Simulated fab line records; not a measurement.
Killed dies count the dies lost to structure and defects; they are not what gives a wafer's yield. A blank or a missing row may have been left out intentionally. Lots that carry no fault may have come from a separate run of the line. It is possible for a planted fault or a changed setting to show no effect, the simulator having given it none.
fab line records	flow sky130	part 1 of 2: steps 1 to 43 of 44
record: lots: 6	wafers: 18	last-day: 50
route steps=708 shown VIA3@588 METAL4@598 CAP2M@603 PAD_OPEN@708
lots that met no fault: from a run of the same line without faults
start-h: hours from the record's opening day to when the first of the lot's shown wafers began	wait-h: hours since the lot's step before	" repeats the value in the row above	L1.1+2: several wafers, shown together as one row	- no value, or no start given	* or withheld: withheld	< > ~ a bound
route shown NAME@n: names a module that has steps shown in the file, with the first one's number in the route	usual: the fault-free wafers' mean and standard deviation	same: alike in all rows	chamber/n: place in a boat	sites: per-site readings	_std_site: standard deviation of those values	_edge_site: inner sites' mean taken away from outer sites' mean	radius-mm: for every site, how far away it sits from the centre of the wafer	mask NAME#n: copy n	behind: the most recent tool/chamber to have shaped the wafer	hold: why the lot was held/for how many hours/how that ended	device: the transistor (n, p or np) that didn't switch	end of line: tests run on the same wafers once the route is complete	a step with no rows: only its recipe	killed: not the wafer's yield, but the dies lost to structure and defects at the first sort	map: shows each die of a wafer: x if killed, . if not, _ if none is there
set.NAME: the setting that was run; set.NAME@STEP: the one run at that earlier step	model.NAME: the simulator's own value behind a step, which no gauge read
lots at some steps of the route; a table a step, a row a wafer
services: from which hour (start-h, from the record's first day; less than 0 if before it) a tool's chamber was out of use, for how many hours, and why
== steps ==
step: SKY_VIA3_ETCH_15
recipe: target: SiO2	chemistry: C4F8/O2/Ar	target-depth-nm: 507	stop-on: TiN	mask-material: KrF-thick	source-w: 1500	bias-w: 1200	pressure-mtorr: 40	c4f8-flow-sccm: withheld	O2_flow_sccm: 6	Ar_flow_sccm: 300	time-s: 78
usual: oes-product-au: 0.946/0.0046
same: time-s: 78
lot.wafer	tool	chamber	start-h	wait-h	oes-product-au	rf-hours-counter-h
L597.1	rie-diel-02	1	924.98	0.0	0.942	22
L597.4	"	0	"	"	0.942	12
L597.5	"	2	"	"	0.949	-
L599.2	rie-diel-04	1	941.98	0.0	0.942	21
L599.3	"	0	"	"	0.942	10
L599.4	"	2	"	"	0.948	7
L601.2	rie-diel-03	2	962.58	0.0	0.941	13
L601.4	"	0	"	"	0.939	20
L601.6	"	3	"	"	0.943	-
L615.2	rie-diel-04	1	1050.78	0.0	0.938	25
L615.4	"	2	"	"	0.950	11
L615.6	"	2	"	"	0.947	-
L616.1	rie-diel-02	3	1058.08	0.0	0.947	18
L616.2	"	2	"	"	0.947	11
L616.4	"	1	"	"	0.944	27
L619.2	rie-diel-04	0	1077.68	0.0	0.941	14
L619.4	"	2	"	"	0.938	11
L619.5	"	1	"	"	0.949	-
step: SKY_VIA3_STRIP_16
recipe: chemistry: O2/N2	power-w: 1400	pressure-mtorr: 1500	platen-temp-c: withheld	o2-flow-sccm: 3000	n2-flow-sccm: 300	overash-fraction: 0.5
step: SKY_VIA3_STRIP_17
recipe: chemistry: post-etch-residue-remover	time-s: 1200	temp-c: 72.5
step: SKY_VIA3_CLEAN_18
recipe: chemistry: IPA	time-s: 180	temp-c: 25
step: SKY_VIA3_CLEAN_19
recipe: chemistry: O3/DIW	dry: n2-spin
step: SKY_VIA3_SPUTTER_20
recipe: material: TiN	target-thk-nm: 20	chamber-pressure-pa: 5	power-w: 4057	time-s: 80
step: SKY_VIA3_CVD_21
recipe: material: W	target-thk-nm: 390	time-s: 117.31	temp-c: 400	pressure-torr: 40
step: SKY_VIA3_RS_MEAS_22
recipe: thk-meas-gauge: four-point-probe	reads: W_of_VIA3_CVD_21+TiN_of_VIA3_SPUTTER_20
usual: VIA3_W_RS: 0.292/0.0036
lot.wafer	tool	chamber	start-h	wait-h	VIA3_W_RS[ohm/sq]
L597.1	film-metro-02	-	925.82	0.1	0.290
L597.4	"	-	"	"	0.292
L597.5	"	-	"	"	0.290
L599.2	film-metro-02	-	943.20	0.1	0.298
L599.3	"	-	"	"	0.290
L599.4	"	-	"	"	0.295
L601.2	film-metro-04	-	963.48	0.1	0.292
L601.4	"	-	"	"	0.293
L601.6	"	-	"	"	0.294
L615.2	film-metro-04	-	1051.64	0.1	0.294
L615.4	"	-	"	"	0.292
L615.6	"	-	"	"	0.295
L616.1	film-metro-02	-	1059.04	0.2	0.288
L616.2	"	-	"	"	0.289
L616.4	"	-	"	"	0.286
L619.2	film-metro-02	-	1078.55	0.1	0.295
L619.4	"	-	"	"	0.292
L619.5	"	-	"	"	0.295
step: SKY_VIA3_THK_MEAS_23
recipe: thk-meas-gauge: xrf	reads: W_of_VIA3_CVD_21
usual: VIA3_W_THK: 389/5.9
lot.wafer	tool	chamber	start-h	wait-h	VIA3_W_THK[nm]
L597.1	film-metro-02	-	925.94	0.1	394
L597.4	"	-	"	"	389
L597.5	"	-	"	"	392
L599.2	film-metro-02	-	943.31	0.1	386
L599.3	"	-	"	"	391
L599.4	"	-	"	"	386
L601.2	film-metro-04	-	963.59	0.1	392
L601.4	"	-	"	"	387
L601.6	"	-	"	"	384
L615.2	film-metro-04	-	1051.75	0.1	386
L615.4	"	-	"	"	386
L615.6	"	-	"	"	382
L616.1	film-metro-02	-	1059.16	0.1	397
L616.2	"	-	"	"	395
L616.4	"	-	"	"	400
L619.2	film-metro-02	-	1078.66	0.1	389
L619.4	"	-	"	"	392
L619.5	"	-	"	"	386
step: SKY_VIA3_CMP_24
recipe: stop-on: SiO2	t-overpolish-s: 20	down-force-psi: 3.5	platen-rpm: 60	target-thk-nm: 0	pad-velocity-m-s: 0.94248
step: SKY_METAL4_SPUTTER_00
recipe: material: Ti	target-thk-nm: 15	power-w: 3000	time-s: 10	chamber-pressure-pa: 0.4
step: SKY_METAL4_SPUTTER_01
recipe: material: TiN	target-thk-nm: 20	power-w: 6500	time-s: 16.7	chamber-pressure-pa: 0.4
step: SKY_METAL4_SPUTTER_02
recipe: material: AlCu	target-thk-nm: 735	power-w: 10600	time-s: 39.1	chamber-pressure-pa: 0.4
usual: chamber-pressure-pa: 0.4000/0.00077	throttle-valve-pct: 29.8/1.2
same: time-s: 39.1
lot.wafer	tool	chamber	start-h	wait-h	chamber-pressure-pa	throttle-valve-pct	model.AlCu_of_METAL4_SPUTTER_02.thk-nm
L597.1	pvd-sputter-04	-	926.35	0.0	0.4001	30.7	738.3
L597.4	"	-	"	"	0.3993	28.1	739.7
L597.5	"	-	"	"	0.3993	30.0	744.6
L599.2	pvd-sputter-04	-	943.71	0.0	0.4007	30.9	732.5
L599.3	"	-	"	"	0.3389	32.9	766
L599.4	"	-	"	"	0.4001	30.1	736.9
L601.2	pvd-sputter-04	-	963.99	0.0	0.4006	27.8	731.9
L601.4	"	-	"	"	0.3399	33.0	752.2
L601.6	"	-	"	"	0.3995	30.2	733.8
L615.2	pvd-sputter-01	-	1052.15	0.0	0.3999	29.2	733.6
L615.4	"	-	"	"	0.3985	27.3	725.8
L615.6	"	-	"	"	0.4001	29.5	724.6
L616.1	pvd-sputter-04	-	1059.57	0.0	0.4003	30.9	741.5
L616.2	"	-	"	"	0.3990	27.7	735.3
L616.4	"	-	"	"	0.4006	30.3	737.3
L619.2	pvd-sputter-04	-	1079.06	0.0	0.3989	30.5	727
L619.4	"	-	"	"	0.4004	30.4	730.9
L619.5	"	-	"	"	0.3995	30.1	726.2
step: SKY_METAL4_SPUTTER_03
recipe: material: Ti	target-thk-nm: 5	power-w: 3000	time-s: 3.3	chamber-pressure-pa: 0.4
usual: chamber-pressure-pa: 0.4000/0.00076	throttle-valve-pct: 29.7/1.2
same: time-s: 3.3
lot.wafer	tool	chamber	start-h	wait-h	chamber-pressure-pa	throttle-valve-pct
L597.1	pvd-sputter-04	-	926.39	0.0	0.4008	30.7
L597.4	"	-	"	"	0.4014	27.9
L597.5	"	-	"	"	0.3996	30.1
L599.2	pvd-sputter-04	-	943.74	0.0	0.4006	30.8
L599.3	"	-	"	"	0.3990	30.3
L599.4	"	-	"	"	0.3998	30.2
L601.2	pvd-sputter-04	-	964.03	0.0	0.4000	27.9
L601.4	"	-	"	"	0.3993	30.4
L601.6	"	-	"	"	0.4007	30.2
L615.2	pvd-sputter-01	-	1052.19	0.0	0.4005	29.1
L615.4	"	-	"	"	0.3996	27.4
L615.6	"	-	"	"	0.3994	29.2
L616.1	pvd-sputter-04	-	1059.61	0.0	0.4008	30.8
L616.2	"	-	"	"	0.3992	27.7
L616.4	"	-	"	"	0.3992	30.4
L619.2	pvd-sputter-04	-	1079.09	0.0	0.4000	31.0
L619.4	"	-	"	"	0.3989	30.1
L619.5	"	-	"	"	0.3994	30.3
step: SKY_METAL4_SPUTTER_04
recipe: material: TiN	target-thk-nm: 70	power-w: 6500	time-s: 58.3	chamber-pressure-pa: 0.4
step: SKY_CAP2M_CVD_00
recipe: material: SiO2	target-thk-nm: 15.5	temp-c: 400	time-s: withheld	rf-w: 450
usual: heater-power-w: 733/100
lot.wafer	tool	chamber	start-h	wait-h	heater-power-w
L597.1	pecvd-01	2	926.45	0.0	810
L597.4	"	2	"	"	795
L597.5	"	0	"	"	591
L599.2	pecvd-02	1	943.81	0.0	761
L599.3	"	2	"	"	725
L599.4	"	1	"	"	739
L601.2	pecvd-01	0	964.09	0.0	583
L601.4	"	0	"	"	591
L601.6	"	1	"	"	754
L615.2	pecvd-01	1	1052.25	0.0	736
L615.4	"	0	"	"	599
L615.6	"	1	"	"	738
L616.1	pecvd-02	0	1059.68	0.0	617
L616.2	"	2	"	"	836
L616.4	"	2	"	"	826
L619.2	pecvd-03	0	1079.16	0.0	638
L619.4	"	1	"	"	775
L619.5	"	0	"	"	673
step: SKY_CAP2M_THK_MEAS_01
recipe: reads: SiO2_of_CAP2M_CVD_00
usual: CAP2M_CVD_00_THK: 15.55/0.21
lot.wafer	tool	chamber	start-h	wait-h	CAP2M_CVD_00_THK[nm]
L597.1	film-metro-04	-	926.47	-	15.28
L597.4	"	-	"	"	15.64
L597.5	"	-	"	"	15.88
L599.2	film-metro-03	-	943.84	-	15.47
L599.3	"	-	"	"	15.44
L599.4	"	-	"	"	15.67
L601.2	film-metro-02	-	964.12	-	15.41
L601.4	"	-	"	"	15.60
L601.6	"	-	"	"	15.28
L615.2	film-metro-03	-	1052.29	-	15.26
L615.4	"	-	"	"	15.88
L615.6	"	-	"	"	15.70
L616.1	film-metro-02	-	1059.70	-	15.65
L616.2	"	-	"	"	15.37
L616.4	"	-	"	"	15.24
L619.2	film-metro-03	-	1079.19	-	15.77
L619.4	"	-	"	"	15.76
L619.5	"	-	"	"	15.92
step: SKY_CAP2M_SPUTTER_02
recipe: material: TiN	target-thk-nm: 200	temp-c: 300	power-w: 6500	time-s: 166.7	chamber-pressure-pa: 0.4
usual: chamber-pressure-pa: 0.4000/0.0008	throttle-valve-pct: 29.9/1.1
same: time-s: 166.7
lot.wafer	tool	chamber	start-h	wait-h	chamber-pressure-pa	throttle-valve-pct
L597.1	pvd-sputter-03	-	926.53	0.1	0.4005	31.0
L597.4	"	-	"	"	0.3997	30.3
L597.5	"	-	"	"	0.4013	31.0
L599.2	pvd-sputter-03	-	943.89	0.0	0.3996	30.2
L599.3	"	-	"	"	0.4015	30.9
L599.4	"	-	"	"	0.4002	30.0
L601.2	pvd-sputter-03	-	964.17	0.0	0.3987	30.9
L601.4	"	-	"	"	0.4005	30.7
L601.6	"	-	"	"	0.3997	30.9
L615.2	pvd-sputter-04	-	1052.34	0.0	0.4004	30.0
L615.4	"	-	"	"	0.4001	27.8
L615.6	"	-	"	"	0.3978	30.5
L616.1	pvd-sputter-01	-	1059.76	0.1	0.4001	31.0
L616.2	"	-	"	"	0.3996	29.6
L616.4	"	-	"	"	0.4001	27.1
L619.2	pvd-sputter-01	-	1079.24	0.0	0.3995	29.3
L619.4	"	-	"	"	0.4007	27.1
L619.5	"	-	"	"	0.4010	30.6
step: SKY_CAP2M_RS_MEAS_03
recipe: thk-meas-gauge: four-point-probe	reads: TiN_of_CAP2M_SPUTTER_02
usual: CAP2M_TIN_RS: 6.89/0.07
lot.wafer	tool	chamber	start-h	wait-h	CAP2M_TIN_RS[ohm/sq]
L597.1	film-metro-02	-	926.64	0.1	6.82
L597.4	"	-	"	"	6.87
L597.5	"	-	"	"	6.93
L599.2	film-metro-04	-	944.02	0.1	6.80
L599.3	"	-	"	"	6.83
L599.4	"	-	"	"	6.84
L601.2	film-metro-03	-	964.30	0.1	6.93
L601.4	"	-	"	"	6.96
L601.6	"	-	"	"	6.92
L615.2	film-metro-03	-	1052.47	0.1	6.77
L615.4	"	-	"	"	6.93
L615.6	"	-	"	"	6.80
L616.1	film-metro-03	-	1059.87	0.1	6.81
L616.2	"	-	"	"	6.96
L616.4	"	-	"	"	6.92
L619.2	film-metro-04	-	1079.37	0.1	6.81
L619.4	"	-	"	"	6.84
L619.5	"	-	"	"	6.73
step: SKY_CAP2M_THK_MEAS_04
recipe: thk-meas-gauge: xrf	reads: TiN_of_CAP2M_SPUTTER_02
usual: CAP2M_TIN_THK: 200.1/2
lot.wafer	tool	chamber	start-h	wait-h	CAP2M_TIN_THK[nm]
L597.1	film-metro-02	-	926.76	0.1	202.1
L597.4	"	-	"	"	201.9
L597.5	"	-	"	"	199.7
L599.2	film-metro-04	-	944.13	0.1	201.9
L599.3	"	-	"	"	201.1
L599.4	"	-	"	"	200.7
L601.2	film-metro-03	-	964.41	0.1	199.1
L601.4	"	-	"	"	197.7
L601.6	"	-	"	"	199.3
L615.2	film-metro-03	-	1052.58	0.1	202.5
L615.4	"	-	"	"	197.3
L615.6	"	-	"	"	201.5
L616.1	film-metro-03	-	1059.99	0.1	202.9
L616.2	"	-	"	"	198.9
L616.4	"	-	"	"	199.5
L619.2	film-metro-04	-	1079.48	0.1	201.1
L619.4	"	-	"	"	200.8
L619.5	"	-	"	"	203.6
step: SKY_CAP2M_DEHYDRATE_05
recipe: temp-c: 200	time-s: 60
step: SKY_CAP2M_HMDS_06
recipe: prime-time-s: 60	prime-temp-c: 120
step: SKY_CAP2M_COAT_07
recipe: resist: NOVOLAK	spin-rpm: 3000	resist-thk-nm: 1140
step: SKY_CAP2M_SOFTBAKE_08
recipe: temp-c: 90	time-s: 60	resist: NOVOLAK
step: SKY_CAP2M_EXPOSE_09
recipe: mask-id: CAP2M	na: 0.6	source-shape: conventional	sigma-outer: 0.6	polarization: unpolarized	target-cd-nm: 1000	dose-mj: 159
step: SKY_CAP2M_PEB_10
recipe: temp-c: withheld	time-s: *	resist: NOVOLAK
step: SKY_CAP2M_DEVELOP_11
recipe: resist: NOVOLAK	developer: TMAH	develop-time-s: 60	dev-temp-c: 23
step: SKY_CAP2M_OVL_MEAS_12
usual: CAP2M_OVL: 0.5/1.2
lot.wafer	tool	chamber	start-h	wait-h	CAP2M_OVL[nm]
L597.1	overlay-02	-	951.34	0.1	1.0
L597.4	"	-	"	"	1.9
L597.5	"	-	"	"	0.4
L599.2	overlay-02	-	968.24	0.1	0.1
L599.3	"	-	"	"	1.8
L599.4	"	-	"	"	1.0
L601.2	overlay-02	-	987.85	0.1	-0.9
L601.4	"	-	"	"	2.0
L601.6	"	-	"	"	-0.6
L615.2	overlay-01	-	1073.44	0.1	1.5
L615.4	"	-	"	"	2.2
L615.6	"	-	"	"	3.2
L616.1	overlay-01	-	1081.44	0.1	0.8
L616.2	"	-	"	"	-0.1
L616.4	"	-	"	"	0.1
L619.2	overlay-02	-	1098.59	0.1	0.5
L619.4	"	-	"	"	1.0
L619.5	"	-	"	"	0.9
step: SKY_CAP2M_METAL_ETCH_13
recipe: target-depth-nm: 220	stop-on: SiO2	chemistry: Cl2/BCl3	target: TiN	pressure-mtorr: 10	icp-w: 900	bias-w: 48.5	Cl2_flow_sccm: 60	bcl3-flow-sccm: 30	time-s: 61.56
usual: drypump-motor-current-A: 5.87/0.25	he-backside-leak-sccm: 3.31/0.29	mfc-cl2-sccm: 60.00/0.19	oes-product-au: 0.955/0.0074	throttle-valve-pct: 21.893/0.0096
same: time-s: 61.56
lot.wafer	tool	chamber	start-h	wait-h	drypump-motor-current-A	he-backside-leak-sccm	mfc-cl2-sccm	oes-product-au	rf-hours-counter-h	throttle-valve-pct
L597.1	rie-metal-03	0	951.37	0.0	6.08	3.12	59.95	0.964	20	21.898
L597.4	"	0	"	"	6.09	3.18	59.75	0.956	-	21.896
L597.5	"	0	"	"	6.08	3.15	59.90	0.948	-	21.880
L599.2	rie-metal-03	0	968.27	0.0	6.07	3.23	60.28	0.961	22	21.864
L599.3	"	1	"	"	6.02	3.34	60.06	0.963	-	21.901
L599.4	"	0	"	"	6.07	3.11	59.98	0.951	-	21.889
L601.2	rie-metal-03	1	987.88	0.0	6.02	3.24	60.01	0.956	8	21.904
L601.4	"	0	"	"	6.09	3.26	59.83	0.949	-	21.906
L601.6	"	0	"	"	6.06	3.22	60.04	0.941	-	21.891
L615.2	rie-metal-01	1	1073.47	0.0	5.38	3.52	59.85	0.956	2	21.892
L615.4	"	0	"	"	5.95	3.10	59.96	0.953	-	21.904
L615.6	"	0	"	"	5.96	3.06	59.97	0.965	-	21.876
L616.1	rie-metal-03	0	1081.47	0.0	6.08	3.19	60.01	0.972	3	21.883
L616.2	"	1	"	"	6.03	2.89	59.88	0.954	13	21.902
L616.4	"	0	"	"	6.08	3.15	59.86	0.945	-	21.885
L619.2	rie-metal-01	1	1098.62	0.0	5.37	3.29	59.90	0.962	4	21.896
L619.4	"	1	"	"	5.37	3.26	59.94	0.965	-	21.882
L619.5	"	1	"	"	5.36	3.26	60.09	0.964	-	21.896
step: SKY_CAP2M_STRIP_14
recipe: chemistry: O2/N2	power-w: 1400	pressure-mtorr: 1500	platen-temp-c: withheld	o2-flow-sccm: 3000	n2-flow-sccm: 300	overash-fraction: 0.5
step: SKY_CAP2M_STRIP_15
recipe: chemistry: post-etch-residue-remover	time-s: 1200	temp-c: 72.5
step: SKY_CAP2M_CLEAN_16
recipe: chemistry: IPA	time-s: 180	temp-c: 25
step: SKY_CAP2M_CLEAN_17
recipe: chemistry: O3/DIW	dry: n2-spin
step: SKY_METAL4_DEHYDRATE_05
recipe: temp-c: 200	time-s: 60
step: SKY_METAL4_HMDS_06
recipe: prime-time-s: 60	prime-temp-c: 120
step: SKY_METAL4_COAT_07
recipe: resist: BARC	temp-c: withheld	time-s: withheld	spin-rpm: 3000	resist-thk-nm: 60
step: SKY_METAL4_COAT_08
recipe: resist: KrF-thick	spin-rpm: 3000	resist-thk-nm: 1140
step: SKY_METAL4_SOFTBAKE_09
recipe: temp-c: 100	time-s: 90	resist: KrF-thick
step: SKY_METAL4_EXPOSE_10
recipe: mask-id: MM4	na: 0.68	source-shape: annular	sigma-inner: 0.4	sigma-outer: 0.8	target-cd-nm: 300	dose-mj: 28
step: SKY_METAL4_PEB_11
recipe: peb-temp-c: withheld	peb-time-s: withheld	resist: KrF-thick
step: SKY_METAL4_DEVELOP_12
recipe: develop-time-s: 60	resist: KrF-thick	dev-temp-c: 21
step: SKY_METAL4_CD_MEAS_13
recipe: target-cd-nm: 300
usual: cd-nm: 300.2/1.5
lot.wafer	tool	chamber	start-h	wait-h	cd-nm
L597.1	cd-sem-02	-	975.94	-	299.1
L597.4	"	-	"	"	299.9
L597.5	"	-	"	"	299.8
L599.2	cd-sem-02	-	993.00	-	298.5
L599.3	"	-	"	"	299.9
L599.4	"	-	"	"	298.8
L601.2	cd-sem-01	-	1011.40	-	300.7
L601.4	"	-	"	"	301.8
L601.6	"	-	"	"	301.1
L615.2	cd-sem-01	-	1094.37	-	299.4
L615.4	"	-	"	"	298.0
L615.6	"	-	"	"	300.2
L616.1	cd-sem-01	-	1102.53	-	299.9
L616.2	"	-	"	"	300.6
L616.4	"	-	"	"	299.9
L619.2	cd-sem-01	-	1118.65	-	301.1
L619.4	"	-	"	"	301.1
L619.5	"	-	"	"	302.1
step: SKY_METAL4_METAL_ETCH_18
recipe: target-depth-a: 8450	stop-on: SiO2	over-etch-frac: 0.3	time-s: 175.1	chemistry: Cl2/BCl3	resist-sidewall-deg: 88	pressure-mtorr: 10	icp-w: 900	bias-w: 48.5	Cl2_flow_sccm: 60	bcl3-flow-sccm: 30
usual: drypump-motor-current-A: 5.75/0.21	he-backside-leak-sccm: 3.31/0.27	mfc-cl2-sccm: 60.00/0.17	oes-product-au: 0.889/0.0054	throttle-valve-pct: 22.264/0.0093
same: time-s: 175.1
lot.wafer	tool	chamber	start-h	wait-h	drypump-motor-current-A	he-backside-leak-sccm	mfc-cl2-sccm	oes-product-au	rf-hours-counter-h	throttle-valve-pct	model.METAL4.feature-depth-nm	model.etch.depth-nm
L597.1	rie-metal-04	0	976.24	0.0	5.54	3.29	59.61	0.891	23	22.241	868.9	868.9
L597.4	"	0	"	"	5.54	3.31	59.89	0.892	-	22.269	869.7	869.7
L597.5	"	0	"	"	5.55	3.31	59.77	0.894	-	22.264	875.9	875.9
L599.2	rie-metal-03	0	993.34	0.1	6.06	3.39	60.24	0.890	-	22.250	861.6	861.6
L599.3	"	0	"	"	6.06	3.33	59.96	0.904	-	22.255	894.9	894.9
L599.4	"	0	"	"	6.05	3.43	60.01	0.887	-	22.272	866.1	866.1
L601.2	rie-metal-02	1	1011.82	0.0	5.65	3.25	59.98	0.883	9	22.258	861.1	861.1
L601.4	"	0	"	"	5.49	3.59	59.67	0.896	-	22.258	880.9	880.9
L601.6	"	0	"	"	5.50	3.53	60.00	0.887	-	22.265	862.5	862.5
L615.2	rie-metal-02	1	1094.65	0.0	5.65	3.01	59.93	0.888	15	22.263	862.5	862.5
L615.4	"	1	"	"	5.71	2.92	59.95	0.881	-	22.260	855.3	855.3
L615.6	"	0	"	"	5.51	3.43	59.89	0.887	-	22.263	854.8	854.8
L616.1	rie-metal-02	0	1102.84	0.0	5.50	3.28	60.26	0.886	26	22.264	871.5	871.5
L616.2	"	1	"	"	5.69	2.93	59.97	0.886	16	22.278	865.4	865.4
L616.4	"	1	"	"	5.66	3.09	59.62	0.887	-	22.276	867	867
L619.2	rie-metal-03	1	1118.94	0.0	6.03	3.22	60.05	0.886	16	22.287	857.4	857.4
L619.4	"	0	"	"	6.05	3.21	59.90	0.889	-	22.262	861	861
L619.5	"	0	"	"	6.06	3.29	59.93	0.879	-	22.261	857.1	857.1
== key ==
first-sign: step: SKY_METAL4_SPUTTER_02	reading: chamber-pressure-pa	direction: down	sigmas: 79	usual: 0.4000	struck: 0.3394
effect: step: SKY_METAL4_SPUTTER_02	reading: throttle-valve-pct	direction: up	sigmas: 2.7	usual: 29.8	struck: 32.9
model-effect: step: SKY_METAL4_SPUTTER_02	value: AlCu_of_METAL4_SPUTTER_02.thk-nm	without: 735.3	struck: 759.1
model-effect: step: SKY_METAL4_METAL_ETCH_18	value: METAL4.feature-depth-nm	without: 864.1	struck: 887.9
model-effect: step: SKY_PAD_OPEN_PROBE_99	value: etest.met4.rs-ohm-sq	without: 0.04274	struck: 0.04139
met-at SKY_METAL4_SPUTTER_02
struck-wafers L599.3,L601.4
fault: kind: process-parameter-drift	tool: pvd-sputter-04	chamber: -	onset-h: 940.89	steps: SKY_METAL4_SPUTTER_02	channel: chamber-pressure-pa	offset: -0.060617	shape: step	end-h: 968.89	acts-in: these-recipes-only	stated: 0.4	scope: struck-wafers-only
